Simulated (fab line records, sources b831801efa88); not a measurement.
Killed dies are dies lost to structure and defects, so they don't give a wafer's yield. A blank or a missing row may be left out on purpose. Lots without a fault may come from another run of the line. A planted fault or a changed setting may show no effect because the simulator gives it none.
fab line records | flow sky130
record lots=5 wafers=15 last_day=48
route steps=708 shown VIA2@531 METAL3@532 CAPM@537
lots that met no fault: from a run of the same line without faults
start_h: hours from the record's first day to the start of the lot's first wafer shown | wait_h: hours since the lot's step before | " the same as in the row above | L1.1+2: a row that stands for several wafers | - no value, or no start given | * or withheld: withheld | < > ~ a bound
route shown NAME@n: a module of which the file shows steps, and the number in the route of the first | usual: mean/standard deviation of fault-free wafers | same: alike in all rows | chamber/n: place in a boat | sites: the reading at each site | _std_site: their standard deviation | _edge_site: outer sites' mean less inner sites' | radius_mm: how far each site lies from the wafer's centre | mask NAME#n: copy n | behind: the tool/chamber that last shaped the wafer | hold: why the lot was held/for how many hours/how that ended | device: the transistor (n, p or np) that didn't switch | end of line: the same wafers' tests at the end of the route | a step without rows: its recipe alone | killed: dies lost to structure and defects at the first sort, not the wafer's yield | map: a wafer's dies, x killed, . not, _ none there
set.NAME: the setting as run; set.NAME@STEP: as run at that earlier step | model.NAME: the simulator's own value behind a step, which no gauge read
lots at some steps of the route; a table a step, a row a wafer
services: from which hour (start_h, from the record's first day; less than 0 if before it) a tool's chamber was out of use, for how many hours, and why
## steps
# step SKY_VIA2_CMP_24
# recipe stop_on=SiO2 t_overpolish_s=20 down_force_psi=3.5 platen_rpm=60 target_thk_nm=0 pad_velocity_m_s=0.94248
# usual motor_current_A=11.1/0.76 overpolish_run_s=20.001/0.008 time_to_endpoint_s=101/3.5
# columns lot.wafer tool chamber start_h wait_h motor_current_A overpolish_run_s time_to_endpoint_s
L076.2 cmp-02 1 864.96 0.0 10.9 20.012 101
L076.1 " 2 " " 12.2 20.005 105
L076.5 " 1 " " 10.6 19.998 101
L079.3 cmp-02 1 888.11 0.1 10.2 19.997 98
L079.4 " 3 " " 11.3 20.001 100
L079.5 " 0 " " 10.5 20.011 100
L080.2 cmp-01 0 896.25 0.1 10.2 20.009 90
L080.1 " 1 " " 12.2 20.010 94
L080.5 " 2 " " 9.9 19.996 99
L089.4 cmp-01 3 952.36 0.0 11.3 19.995 98
L089.3 " 1 " " 12.2 19.989 98
L089.2 " 2 " " 10.5 19.999 100
L090.4 cmp-02 2 954.67 0.0 12.3 20.005 103
L090.2 " 3 " " 11.0 20.002 105
L090.5 " 2 " " 12.9 19.984 102
# step SKY_METAL3_SPUTTER_00
# recipe material=Ti target_thk_nm=15 power_w=3000 time_s=10 chamber_pressure_pa=0.4
# usual throttle_valve_pct=30.0/1.1
# columns lot.wafer tool chamber start_h wait_h throttle_valve_pct
L076.1 pvd_sputter-02 - 865.26 0.2 28.9
L076.2 " - " " 28.8
L076.5 " - " " 28.7
L079.3 pvd_sputter-02 - 888.36 0.2 29.0
L079.4 " - " " 28.9
L079.5 " - " " 31.8
L080.1 pvd_sputter-02 - 896.45 0.1 29.1
L080.2 " - " " 28.8
L080.5 " - " " 31.6
L089.2 pvd_sputter-04 - 952.66 0.1 31.1
L089.3 " - " " 30.9
L089.4 " - " " 30.8
L090.2 pvd_sputter-02 - 954.97 0.2 29.0
L090.4 " - " " 28.9
L090.5 " - " " 28.9
# step SKY_METAL3_SPUTTER_01
# recipe material=TiN target_thk_nm=20 power_w=6500 time_s=16.7 chamber_pressure_pa=0.4
# usual throttle_valve_pct=30.0/1.1
# columns lot.wafer tool chamber start_h wait_h throttle_valve_pct
L076.1 pvd_sputter-02 - 865.28 0.0 28.8
L076.2 " - " " 28.8
L076.5 " - " " 29.1
L079.3 pvd_sputter-02 - 888.38 0.0 28.9
L079.4 " - " " 28.7
L079.5 " - " " 31.9
L080.1 pvd_sputter-02 - 896.47 0.0 29.2
L080.2 " - " " 28.8
L080.5 " - " " 31.9
L089.2 pvd_sputter-04 - 952.68 0.0 31.1
L089.3 " - " " 31.1
L089.4 " - " " 31.1
L090.2 pvd_sputter-02 - 954.99 0.0 28.9
L090.4 " - " " 28.8
L090.5 " - " " 28.9
# step SKY_METAL3_SPUTTER_02
# recipe material=AlCu target_thk_nm=735 power_w=10600 time_s=39.1 chamber_pressure_pa=0.4
# usual throttle_valve_pct=30.0/1.1
# columns lot.wafer tool chamber start_h wait_h throttle_valve_pct
L076.1 pvd_sputter-02 - 865.31 0.0 28.7
L076.2 " - " " 29.1
L076.5 " - " " 29.0
L079.3 pvd_sputter-02 - 888.41 0.0 28.9
L079.4 " - " " 28.9
L079.5 " - " " 31.5
L080.1 pvd_sputter-02 - 896.50 0.0 29.1
L080.2 " - " " 29.0
L080.5 " - " " 31.7
L089.2 pvd_sputter-04 - 952.71 0.0 31.0
L089.3 " - " " 31.0
L089.4 " - " " 31.0
L090.2 pvd_sputter-02 - 955.01 0.0 29.3
L090.4 " - " " 28.7
L090.5 " - " " 28.8
# step SKY_METAL3_SPUTTER_03
# recipe material=Ti target_thk_nm=5 power_w=3000 time_s=3.3 chamber_pressure_pa=0.4
# usual throttle_valve_pct=30.0/1.1
# columns lot.wafer tool chamber start_h wait_h throttle_valve_pct
L076.1 pvd_sputter-02 - 865.34 0.0 29.2
L076.2 " - " " 29.0
L076.5 " - " " 28.7
L079.3 pvd_sputter-02 - 888.45 0.0 28.5
L079.4 " - " " 28.8
L079.5 " - " " 31.6
L080.1 pvd_sputter-02 - 896.54 0.0 29.2
L080.2 " - " " 28.8
L080.5 " - " " 32.0
L089.2 pvd_sputter-04 - 952.75 0.0 30.9
L089.3 " - " " 30.5
L089.4 " - " " 30.9
L090.2 pvd_sputter-02 - 955.05 0.0 29.2
L090.4 " - " " 29.1
L090.5 " - " " 29.0
# step SKY_METAL3_SPUTTER_04
# recipe material=TiN target_thk_nm=70 power_w=6500 time_s=58.3 chamber_pressure_pa=0.4
# usual throttle_valve_pct=30.0/1.1
# columns lot.wafer tool chamber start_h wait_h throttle_valve_pct
L076.1 pvd_sputter-02 - 865.36 0.0 28.9
L076.2 " - " " 29.3
L076.5 " - " " 29.0
L079.3 pvd_sputter-02 - 888.46 0.0 29.1
L079.4 " - " " 29.0
L079.5 " - " " 31.6
L080.1 pvd_sputter-02 - 896.56 0.0 29.1
L080.2 " - " " 29.0
L080.5 " - " " 31.6
L089.2 pvd_sputter-04 - 952.77 0.0 30.8
L089.3 " - " " 30.8
L089.4 " - " " 31.4
L090.2 pvd_sputter-02 - 955.07 0.0 29.3
L090.4 " - " " 28.8
L090.5 " - " " 29.1
# step SKY_CAPM_CVD_00
# recipe material=SiO2 target_thk_nm=15.5 temp_c=400 time_s=withheld rf_w=450
# usual heater_power_w=800/110
# columns lot.wafer tool chamber start_h wait_h heater_power_w
L076.1 pecvd-02 1 865.41 0.0 802
L076.2 " 0 " " 688
L076.5 " 1 " " 805
L079.3 pecvd-02 1 888.52 0.0 892
L079.4 " 2 " " 731
L079.5 " 2 " " 727
L080.1 pecvd-03 1 896.61 0.0 909
L080.2 " 0 " " 579
L080.5 " 0 " " 578
L089.2 pecvd-02 1 952.81 0.0 921
L089.3 " 2 " " 750
L089.4 " 0 " " 770
L090.2 pecvd-03 1 955.12 0.0 848
L090.4 " 0 " " 615
L090.5 " 1 " " 824
# step SKY_CAPM_THK_MEAS_01
# recipe reads=SiO2_of_CAPM_CVD_00
# usual CAPM_CVD_00_THK=15.53/0.23
# columns lot.wafer tool chamber start_h wait_h CAPM_CVD_00_THK[nm]
L076.1 film_metro-03 - 865.43 - 15.64
L076.2 " - " " 15.81
L076.5 " - " " 16.08
L079.3 film_metro-04 - 888.57 - 15.74
L079.4 " - " " 15.55
L079.5 " - " " 15.92
L080.1 film_metro-02 - 896.63 - 15.27
L080.2 " - " " 15.47
L080.5 " - " " 15.77
L089.2 film_metro-03 - 952.85 - 15.50
L089.3 " - " " 15.60
L089.4 " - " " 16.05
L090.2 film_metro-02 - 955.15 - 14.99
L090.4 " - " " 15.48
L090.5 " - " " 15.53
# step SKY_CAPM_SPUTTER_02
# recipe material=TiN target_thk_nm=200 temp_c=300 power_w=6500 time_s=166.7 chamber_pressure_pa=0.4
# usual throttle_valve_pct=30.2/1
# columns lot.wafer tool chamber start_h wait_h throttle_valve_pct
L076.1 pvd_sputter-04 - 865.49 0.1 29.2
L076.2 " - " " 31.0
L076.5 " - " " 31.0
L079.3 pvd_sputter-04 - 888.61 0.0 31.2
L079.4 " - " " 29.4
L079.5 " - " " 30.8
L080.1 pvd_sputter-04 - 896.69 0.1 30.7
L080.2 " - " " 30.7
L080.5 " - " " 29.4
L089.2 pvd_sputter-02 - 952.90 0.0 28.5
L089.3 " - " " 31.6
L089.4 " - " " 28.8
L090.2 pvd_sputter-01 - 955.20 0.0 28.8
L090.4 " - " " 30.9
L090.5 " - " " 31.3
# step SKY_CAPM_RS_MEAS_03
# recipe thk_meas_gauge=four-point-probe reads=TiN_of_CAPM_SPUTTER_02
# usual CAPM_TIN_RS=6.89/0.062
# columns lot.wafer tool chamber start_h wait_h CAPM_TIN_RS[ohm/sq]
L076.1 film_metro-02 - 865.60 0.1 6.82
L076.2 " - " " 6.92
L076.5 " - " " 6.93
L079.3 film_metro-03 - 888.76 0.1 6.99
L079.4 " - " " 6.91
L079.5 " - " " 6.98
L080.1 film_metro-03 - 896.80 0.1 6.90
L080.2 " - " " 6.87
L080.5 " - " " 6.85
L089.2 film_metro-02 - 953.03 0.1 6.88
L089.3 " - " " 6.85
L089.4 " - " " 6.85
L090.2 film_metro-04 - 955.33 0.1 6.90
L090.4 " - " " 6.81
L090.5 " - " " 6.84
# step SKY_CAPM_THK_MEAS_04
# recipe thk_meas_gauge=xrf reads=TiN_of_CAPM_SPUTTER_02
# usual CAPM_TIN_THK=200.6/2.5
# columns lot.wafer tool chamber start_h wait_h CAPM_TIN_THK[nm]
L076.1 film_metro-02 - 865.72 0.1 204.6
L076.2 " - " " 200.9
L076.5 " - " " 201.6
L079.3 film_metro-03 - 888.86 0.1 196.3
L079.4 " - " " 198.8
L079.5 " - " " 196.0
L080.1 film_metro-03 - 896.92 0.1 198.7
L080.2 " - " " 200.3
L080.5 " - " " 200.2
L089.2 film_metro-02 - 953.14 0.1 203.7
L089.3 " - " " 204.4
L089.4 " - " " 205.3
L090.2 film_metro-04 - 955.44 0.1 200.3
L090.4 " - " " 202.1
L090.5 " - " " 200.6
# step SKY_CAPM_DEHYDRATE_05
# recipe temp_c=200 time_s=60
# usual heater_power_total_W=160.36/0.12
# columns lot.wafer tool chamber start_h wait_h heater_power_total_W
L076.1 litho_track-03 0 877.72 12.0 160.28
L076.2 " 0 " " 160.49
L076.5 " 0 " " 160.33
L079.3 litho_track-04 0 901.23 12.4 160.45
L079.4 " 0 " " 160.36
L079.5 " 0 " " 160.41
L080.1 litho_track-02 0 908.34 11.4 160.66
L080.2 " 0 " " 160.38
L080.5 " 0 " " 160.32
L089.2 litho_track-02 0 964.16 11.0 160.32
L089.3 " 0 " " 160.25
L089.4 " 0 " " 160.38
L090.2 litho_track-04 0 967.11 11.7 160.49
L090.4 " 0 " " 160.15
L090.5 " 0 " " 160.31
# step SKY_CAPM_HMDS_06
# recipe prime_time_s=60 prime_temp_c=120
# columns lot.wafer tool chamber start_h wait_h
L076.1+2+5 litho_track-03 0 877.87 0.1
L079.3+4+5 litho_track-04 0 901.38 0.1
L080.1+2+5 litho_track-02 0 908.49 0.1
L089.2+3+4 litho_track-02 0 964.31 0.1
L090.2+4+5 litho_track-04 0 967.26 0.1
# step SKY_CAPM_COAT_07
# recipe resist=NOVOLAK spin_rpm=3000 resist_thk_nm=1140
# columns lot.wafer tool chamber start_h wait_h
L076.1+2+5 litho_track-03 0 878.02 0.1
L079.3+4+5 litho_track-04 0 901.53 0.1
L080.1+2+5 litho_track-02 0 908.64 0.1
L089.2+3+4 litho_track-02 0 964.46 0.1
L090.2+4+5 litho_track-04 0 967.41 0.1
# step SKY_CAPM_SOFTBAKE_08
# recipe temp_c=90 time_s=60 resist=NOVOLAK
# usual heater_power_total_W=56.59/0.046
# columns lot.wafer tool chamber start_h wait_h heater_power_total_W
L076.1 litho_track-03 0 878.17 0.1 56.55
L076.2 " 0 " " 56.60
L076.5 " 0 " " 56.52
L079.3 litho_track-04 0 901.68 0.1 56.55
L079.4 " 0 " " 56.51
L079.5 " 0 " " 56.60
L080.1 litho_track-02 0 908.79 0.1 56.63
L080.2 " 0 " " 56.54
L080.5 " 0 " " 56.61
L089.2 litho_track-02 0 964.61 0.1 56.52
L089.3 " 0 " " 56.56
L089.4 " 0 " " 56.61
L090.2 litho_track-04 0 967.56 0.1 56.61
L090.4 " 0 " " 56.56
L090.5 " 0 " " 56.54
# step SKY_CAPM_EXPOSE_09
# recipe mask_id=CAPM na=0.6 source_shape=conventional sigma_outer=0.6 polarization=unpolarized target_cd_nm=1000 dose_mj=159
# columns lot.wafer tool chamber start_h wait_h mask
L076.1+2+5 iline_stepper-02 0 - - CAPM#0
L079.3+4+5 iline_stepper-02 0 - - CAPM#0
L080.1+2+5 iline_stepper-02 0 - - CAPM#0
L089.2+3+4 iline_stepper-02 0 - - CAPM#0
L090.2+4+5 iline_stepper-01 0 - - CAPM#0
# step SKY_CAPM_PEB_10
# recipe temp_c=withheld time_s=* resist=NOVOLAK
# columns lot.wafer tool chamber start_h wait_h
L076.1+2+5 litho_track-04 0 - -
L079.3+4+5 litho_track-04 0 - -
L080.1+2+5 litho_track-03 0 - -
L089.2+3+4 litho_track-02 0 - -
L090.2+4+5 litho_track-04 0 - -
# step SKY_CAPM_DEVELOP_11
# recipe resist=NOVOLAK developer=TMAH develop_time_s=60 dev_temp_c=23
# columns lot.wafer tool chamber start_h wait_h
L076.1+2+5 litho_track-04 0 889.98 0.1
L079.3+4+5 litho_track-04 0 912.78 0.1
L080.1+2+5 litho_track-03 0 920.67 0.1
L089.2+3+4 litho_track-02 0 977.01 0.1
L090.2+4+5 litho_track-04 0 979.56 0.1
# step SKY_CAPM_OVL_MEAS_12
# usual CAPM_OVL=1.2/1.3
# columns lot.wafer tool chamber start_h wait_h CAPM_OVL[nm]
L076.1 overlay-01 - 890.13 0.1 1.3
L076.2 " - " " 1.3
L076.5 " - " " 0.2
L079.3 overlay-02 - 912.89 0.1 0.4
L079.4 " - " " 2.0
L079.5 " - " " 1.2
L080.1 overlay-01 - 920.82 0.1 1.2
L080.2 " - " " 0.2
L080.5 " - " " 0.7
L089.2 overlay-01 - 977.14 0.1 -2.1
L089.3 " - " " -2.4
L089.4 " - " " -1.1
L090.2 overlay-02 - 979.69 0.1 2.4
L090.4 " - " " 2.0
L090.5 " - " " -0.6
# step SKY_CAPM_METAL_ETCH_13
# recipe target_depth_nm=220 stop_on=SiO2 chemistry=Cl2/BCl3 target=TiN pressure_mtorr=10 icp_w=900 bias_w=48.5 Cl2_flow_sccm=60 bcl3_flow_sccm=30 time_s=62.9
# usual drypump_motor_current_A=5.62/0.2 oes_product_au=0.943/0.0063 throttle_valve_pct=21.900/0.009
# columns lot.wafer tool chamber start_h wait_h drypump_motor_current_A oes_product_au rf_hours_counter_h throttle_valve_pct
L076.1 rie_metal-02 0 890.17 0.0 5.80 0.948 16 21.905
L076.2 " 1 " " 5.62 0.945 7 21.901
L076.5 " 1 " " 5.65 0.929 - 21.903
L079.3 rie_metal-02 1 912.94 0.0 5.65 0.927 - 21.907
L079.4 " 0 " " 5.74 0.940 - 21.912
L079.5 " 0 " " 5.75 0.936 - 21.908
L080.1 rie_metal-02 0 920.86 0.0 5.78 0.943 17 21.907
L080.2 " 1 " " 5.67 0.951 9 21.907
L080.5 " 0 " " 5.77 0.945 - 21.899
L089.2 rie_metal-01 0 977.17 0.0 5.19 0.941 15 21.885
L089.3 " 0 " " 5.18 0.952 - 21.909
L089.4 " 1 " " 5.76 0.952 - 21.908
L090.2 rie_metal-02 1 979.74 0.0 5.63 0.941 - 21.906
L090.4 " 1 " " 5.66 0.961 - 21.909
L090.5 " 1 " " 5.65 0.944 - 21.899
# step SKY_CAPM_STRIP_14
# recipe chemistry=O2/N2 power_w=1400 pressure_mtorr=1500 platen_temp_c=withheld o2_flow_sccm=3000 n2_flow_sccm=300 overash_fraction=0.5
# usual drypump_motor_current_A=5.7/0.39 oes_product_au=0.710/0.004 strip_time_to_endpoint_s=12.65/0.042
# columns lot.wafer tool chamber start_h wait_h drypump_motor_current_A oes_product_au rf_hours_counter_h strip_time_to_endpoint_s
L076.1 plasma_asher-01 0 890.25 0.1 5.7 0.716 15 12.63
L076.2 " 1 " " 5.9 0.712 15 12.62
L076.5 " 0 " " 5.7 0.706 - 12.67
L079.3 plasma_asher-02 0 913.03 0.1 5.3 0.711 - 12.67
L079.4 " 1 " " 6.1 0.711 - 12.74
L079.5 " 1 " " 6.1 0.711 - 12.67
L080.1 plasma_asher-03 0 920.94 0.1 6.2 0.712 115 12.63
L080.2 " 1 " " 5.2 0.706 115 12.56
L080.5 " 0 " " 6.2 0.706 - 12.58
L089.2 plasma_asher-03 0 977.25 0.1 6.2 0.710 120 12.59
L089.3 " 0 " " 6.2 0.706 - 12.60
L089.4 " 1 " " 5.2 0.708 - 12.60
L090.2 plasma_asher-02 0 979.87 0.1 5.3 0.708 82 12.66
L090.4 " 1 " " 6.1 0.702 - 12.61
L090.5 " 1 " " 6.1 0.705 - 12.63
# step SKY_CAPM_STRIP_15
# recipe chemistry=post_etch_residue_remover time_s=1200 temp_c=72.5
# columns lot.wafer tool chamber start_h wait_h
L076.1+2+5 wet_bench-01 1 890.35 0.1
L079.3+4+5 wet_bench-03 3 913.10 0.0
L080.1+2+5 wet_bench-03 2 921.04 0.1
L089.2+3+4 wet_bench-01 3 977.35 0.1
L090.2+4+5 wet_bench-01 0 979.97 0.1
# step SKY_CAPM_CLEAN_16
# recipe chemistry=IPA time_s=180 temp_c=25
# columns lot.wafer tool chamber start_h wait_h
L076.1+2+5 wet_bench-03 1 890.72 0.0
L079.3+4+5 wet_bench-02 3 913.44 0.0
L080.1+2+5 wet_bench-02 2 921.38 0.0
L089.2+3+4 wet_bench-02 0 977.72 0.0
L090.2+4+5 wet_bench-03 2 980.35 0.0
# step SKY_CAPM_CLEAN_17
# recipe chemistry=O3/DIW dry=n2_spin
# columns lot.wafer tool chamber start_h wait_h
L076.1+2+5 wet_bench-02 3 890.78 0.0
L079.3+4+5 wet_bench-01 0 913.50 0.0
L080.1+2+5 wet_bench-03 1 921.44 0.0
L089.2+3+4 wet_bench-03 3 977.78 0.0
L090.2+4+5 wet_bench-02 2 980.40 0.0
# step SKY_METAL3_DEHYDRATE_05
# recipe temp_c=200 time_s=60
# usual heater_power_total_W=160.38/0.13
# columns lot.wafer tool chamber start_h wait_h heater_power_total_W
L076.1 litho_track-01 0 902.79 11.9 160.21
L076.2 " 0 " " 160.40
L076.5 " 0 " " 160.70
L079.3 litho_track-02 0 926.09 12.5 160.47
L079.4 " 0 " " 160.49
L079.5 " 0 " " 160.22
L080.1 litho_track-01 0 932.74 11.2 160.36
L080.2 " 0 " " 160.24
L080.5 " 0 " " 160.31
L089.2 litho_track-01 0 988.11 10.2 160.20
L089.3 " 0 " " 160.40
L089.4 " 0 " " 160.29
L090.2 litho_track-01 0 991.46 11.0 160.35
L090.4 " 0 " " 160.53
L090.5 " 0 " " 160.18
# step SKY_METAL3_HMDS_06
# recipe prime_time_s=60 prime_temp_c=120
# columns lot.wafer tool chamber start_h wait_h
L076.1+2+5 litho_track-01 0 902.94 0.1
L079.3+4+5 litho_track-02 0 926.24 0.1
L080.1+2+5 litho_track-01 0 932.89 0.1
L089.2+3+4 litho_track-01 0 988.26 0.1
L090.2+4+5 litho_track-01 0 991.61 0.1
# step SKY_METAL3_COAT_07
# recipe resist=BARC temp_c=withheld time_s=withheld spin_rpm=3000 resist_thk_nm=60
# columns lot.wafer tool chamber start_h wait_h
L076.1+2+5 litho_track-01 0 903.09 0.1
L079.3+4+5 litho_track-02 0 926.39 0.1
L080.1+2+5 litho_track-01 0 933.04 0.1
L089.2+3+4 litho_track-01 0 988.41 0.1
L090.2+4+5 litho_track-01 0 991.76 0.1
# step SKY_METAL3_COAT_08
# recipe resist=KrF-thick spin_rpm=3000 resist_thk_nm=1140
# columns lot.wafer tool chamber start_h wait_h
L076.1+2+5 litho_track-01 0 - -
L079.3+4+5 litho_track-02 0 - -
L080.1+2+5 litho_track-01 0 - -
L089.2+3+4 litho_track-01 0 - -
L090.2+4+5 litho_track-01 0 - -
# step SKY_METAL3_SOFTBAKE_09
# recipe temp_c=100 time_s=90 resist=KrF-thick
# usual heater_power_total_W=57.36/0.11
# columns lot.wafer tool chamber start_h wait_h heater_power_total_W
L076.1 litho_track-01 0 - - 57.56
L076.2 " 0 " " 57.44
L076.5 " 0 " " 57.25
L079.3 litho_track-02 0 - - 57.38
L079.4 " 0 " " 57.53
L079.5 " 0 " " 57.29
L080.1 litho_track-01 0 - - 57.15
L080.2 " 0 " " 57.43
L080.5 " 0 " " 57.37
L089.2 litho_track-01 0 - - 57.52
L089.3 " 0 " " 57.39
L089.4 " 0 " " 57.48
L090.2 litho_track-01 0 - - 57.49
L090.4 " 0 " " 57.44
L090.5 " 0 " " 57.39
# step SKY_METAL3_EXPOSE_10
# recipe mask_id=MM3 na=0.68 source_shape=annular sigma_inner=0.4 sigma_outer=0.8 target_cd_nm=300 dose_mj=28
# same sigma_inner=0.4
# columns lot.wafer tool chamber start_h wait_h mask
L076.1+2+5 krf_scanner-01 0 - - MM3#0
L079.3+4+5 krf_scanner-02 0 - - MM3#0
L080.1+2+5 krf_scanner-02 0 - - MM3#0
L089.2+3+4 krf_scanner-02 0 - - MM3#0
L090.2+4+5 krf_scanner-01 0 - - MM3#0
# step SKY_METAL3_PEB_11
# recipe peb_temp_c=withheld peb_time_s=withheld resist=KrF-thick
# columns lot.wafer tool chamber start_h wait_h
L076.1+2+5 litho_track-02 0 - -
L079.3+4+5 litho_track-03 0 - -
L080.1+2+5 litho_track-03 0 - -
L089.2+3+4 litho_track-01 0 - -
L090.2+4+5 litho_track-01 0 - -
# step SKY_METAL3_DEVELOP_12
# recipe develop_time_s=60 resist=KrF-thick dev_temp_c=21
# columns lot.wafer tool chamber start_h wait_h
L076.1+2+5 litho_track-02 0 - -
L079.3+4+5 litho_track-03 0 - -
L080.1+2+5 litho_track-03 0 - -
L089.2+3+4 litho_track-01 0 - -
L090.2+4+5 litho_track-01 0 - -
# step SKY_METAL3_CD_MEAS_13
# recipe target_cd_nm=300
# usual cd_nm=300.2/1.6
# columns lot.wafer tool chamber start_h wait_h cd_nm
L076.1 cd_sem-02 - 914.99 - 302.5
L076.2 " - " " 302.4
L076.5 " - " " 302.6
L079.3 cd_sem-02 - 938.37 - 301.6
L079.4 " - " " 301.3
L079.5 " - " " 299.3
L080.1 cd_sem-02 - 945.88 - 302.7
L080.2 " - " " 300.6
L080.5 " - " " 302.2
L089.2 cd_sem-01 - 1001.51 - 299.6
L089.3 " - " " 301.4
L089.4 " - " " 299.5
L090.2 cd_sem-01 - 1003.91 - 301.4
L090.4 " - " " 301.2
L090.5 " - " " 301.2
# step SKY_METAL3_OVL_MEAS_14
# usual METAL3_OVL=-2/5.3
# columns lot.wafer tool chamber start_h wait_h METAL3_OVL[nm]
L076.1 overlay-02 - 915.11 0.1 7
L076.2 " - " " -2
L076.5 " - " " 7
L079.3 overlay-01 - 938.46 0.1 -2
L079.4 " - " " 0
L079.5 " - " " -4
L080.1 overlay-01 - 946.00 0.1 1
L080.2 " - " " 3
L080.5 " - " " 1
L089.2 overlay-01 - 1001.61 0.1 -3
L089.3 " - " " -8
L089.4 " - " " -5
L090.2 overlay-02 - 1004.01 0.1 -4
L090.4 " - " " -11
L090.5 " - " " -6
# step SKY_METAL3_DESCUM_15
# recipe chemistry=O2 source_power_w=150 bias_power_w=0 pressure_mtorr=10 temp_c=40 time_s=8
# usual drypump_motor_current_A=5.58/0.21 oes_product_au=1.000/0.0071
# columns lot.wafer tool chamber start_h wait_h drypump_motor_current_A oes_product_au rf_hours_counter_h
L076.1 rie_metal-04 0 915.14 0.0 5.62 0.997 15
L076.2 " 1 " " 5.49 0.996 19
L076.5 " 1 " " 5.48 0.996 -
L079.3 rie_metal-01 0 938.49 0.0 5.19 1.001 -
L079.4 " 1 " " 5.77 1.006 -
L079.5 " 0 " " 5.19 1.005 -
L080.1 rie_metal-01 0 946.03 0.0 5.19 1.010 14
L080.2 " 1 " " 5.78 0.994 10
L080.5 " 0 " " 5.19 1.002 -
L089.2 rie_metal-04 1 1001.64 0.0 5.46 1.006 4
L089.3 " 1 " " 5.48 0.993 -
L089.4 " 0 " " 5.63 1.014 -
L090.2 rie_metal-03 1 1004.04 0.0 5.73 0.997 15
L090.4 " 1 " " 5.69 0.990 -
L090.5 " 0 " " 5.62 1.000 -
# step SKY_METAL3_ETCH_16
# recipe chemistry=N2/H2 target=BARC ion_energy_ev=200 bias_w=100 pressure_mtorr=30 n2_flow_sccm=100 h2_flow_sccm=200 icp_w=500 stop_on=SiO2 time_s=88.2 target_depth_a=600
# usual drypump_motor_current_A=5.59/0.2 oes_product_au=0.626/0.0042 throttle_valve_pct=13.205/0.0095
# columns lot.wafer tool chamber start_h wait_h drypump_motor_current_A oes_product_au rf_hours_counter_h throttle_valve_pct
L076.1 rie_metal-04 0 915.17 0.0 5.64 0.628 15 13.217
L076.2 " 1 " " 5.50 0.632 19 13.220
L076.5 " 1 " " 5.51 0.627 - 13.217
L079.3 rie_metal-01 0 938.55 0.0 5.21 0.625 - 13.196
L079.4 " 1 " " 5.77 0.625 - 13.209
L079.5 " 0 " " 5.22 0.627 - 13.195
L080.1 rie_metal-01 0 946.06 0.0 5.20 0.630 14 13.197
L080.2 " 1 " " 5.80 0.626 10 13.217
L080.5 " 0 " " 5.21 0.627 - 13.210
L089.2 rie_metal-04 1 1001.68 0.0 5.50 0.626 4 13.202
L089.3 " 1 " " 5.49 0.623 - 13.212
L089.4 " 0 " " 5.65 0.627 - 13.210
L090.2 rie_metal-03 1 1004.08 0.0 5.78 0.625 15 13.208
L090.4 " 1 " " 5.76 0.632 - 13.198
L090.5 " 0 " " 5.67 0.622 - 13.201
# step SKY_METAL3_ETCH_17
# recipe target=SiO2 stop_on=TiN chemistry=C4F8/O2/Ar source_w=1500 bias_w=1200 pressure_mtorr=40 c4f8_flow_sccm=withheld O2_flow_sccm=6 Ar_flow_sccm=300 time_s=3.9 target_depth_a=150
# usual oes_product_au=0.755/0.0074
# columns lot.wafer tool chamber start_h wait_h oes_product_au rf_hours_counter_h
L076.1 rie_diel-02 0 915.27 0.1 0.753 1
L076.2 " 3 " " 0.769 5
L076.5 " 0 " " 0.766 -
L079.3 rie_diel-01 0 938.61 0.0 0.766 14
L079.4 " 3 " " 0.760 12
L079.5 " 1 " " 0.770 -
L080.1 rie_diel-04 2 946.16 0.1 0.748 9
L080.2 " 1 " " 0.761 13
L080.5 " 2 " " 0.765 -
L089.2 rie_diel-04 1 1001.78 0.1 0.749 14
L089.3 " 2 " " 0.764 10
L089.4 " 0 " " 0.769 2
L090.2 rie_diel-04 1 1004.18 0.1 0.741 14
L090.4 " 2 " " 0.752 10
L090.5 " 1 " " 0.756 -
# step SKY_METAL3_METAL_ETCH_18
# recipe target_depth_a=8450 stop_on=SiO2 over_etch_frac=0.3 time_s=183.1 chemistry=Cl2/BCl3 resist_sidewall_deg=88 pressure_mtorr=10 icp_w=900 bias_w=48.5 Cl2_flow_sccm=60 bcl3_flow_sccm=30
# usual drypump_motor_current_A=5.59/0.15 oes_product_au=0.866/0.0052 throttle_valve_pct=22.262/0.0078
# columns lot.wafer tool chamber start_h wait_h drypump_motor_current_A oes_product_au rf_hours_counter_h throttle_valve_pct
L076.1 rie_metal-03 1 915.29 0.0 5.74 0.870 10 22.250
L076.2 " 0 " " 5.64 0.873 13 22.263
L076.5 " 0 " " 5.64 0.862 - 22.268
L079.3 rie_metal-03 0 938.69 0.1 5.65 0.862 - 22.265
L079.4 " 1 " " 5.73 0.862 - 22.270
L079.5 " 1 " " 5.71 0.868 - 22.268
L080.1 rie_metal-04 0 946.18 0.0 5.63 0.869 17 22.246
L080.2 " 1 " " 5.51 0.870 1 22.259
L080.5 " 1 " " 5.50 0.867 - 22.272
L089.2 rie_metal-01 1 1001.79 0.0 5.78 0.872 13 22.262
L089.3 " 1 " " 5.77 0.867 - 22.262
L089.4 " 0 " " 5.22 0.869 - 22.261
L090.2 rie_metal-04 1 1004.25 0.1 5.50 0.862 - 22.258
L090.4 " 1 " " 5.49 0.867 - 22.253
L090.5 " 1 " " 5.49 0.863 - 22.281
## services
# columns tool chamber start_h hours kind
rie_metal-01 0 841.92 1.0 repair
iline_stepper-02 - 845.73 8.9 pm
cmp-02 - 852.74 4.4 repair
pecvd-02 0 868.79 19.8 repair
iline_stepper-02 - 869.52 4.4 pm
pecvd-02 - 874.45 2.8 pm
krf_scanner-02 - 878.02 1.3 pm
rie_metal-04 1 886.57 9.0 repair
rie_metal-03 - 886.91 5.7 repair
rie_diel-04 0 904.07 15.2 repair
rie_diel-04 3 906.98 12.1 repair
pvd_sputter-02 - 911.20 1.0 repair
cmp-02 - 912.04 4.0 pm
rie_diel-04 - 917.70 1.0 repair
rie_metal-03 1 926.56 4.8 repair
iline_stepper-02 - 927.90 4.3 pm
iline_stepper-02 - 932.24 1.7 pm
cmp-02 - 948.74 3.8 repair
rie_metal-02 - 950.38 5.2 repair
rie_metal-04 0 953.71 1.1 repair
krf_scanner-02 - 968.83 1.0 pm
rie_metal-02 0 978.26 2.7 repair
pvd_sputter-04 - 982.18 7.5 repair
rie_metal-02 - 1002.39 0.5 repair
## key
fault none
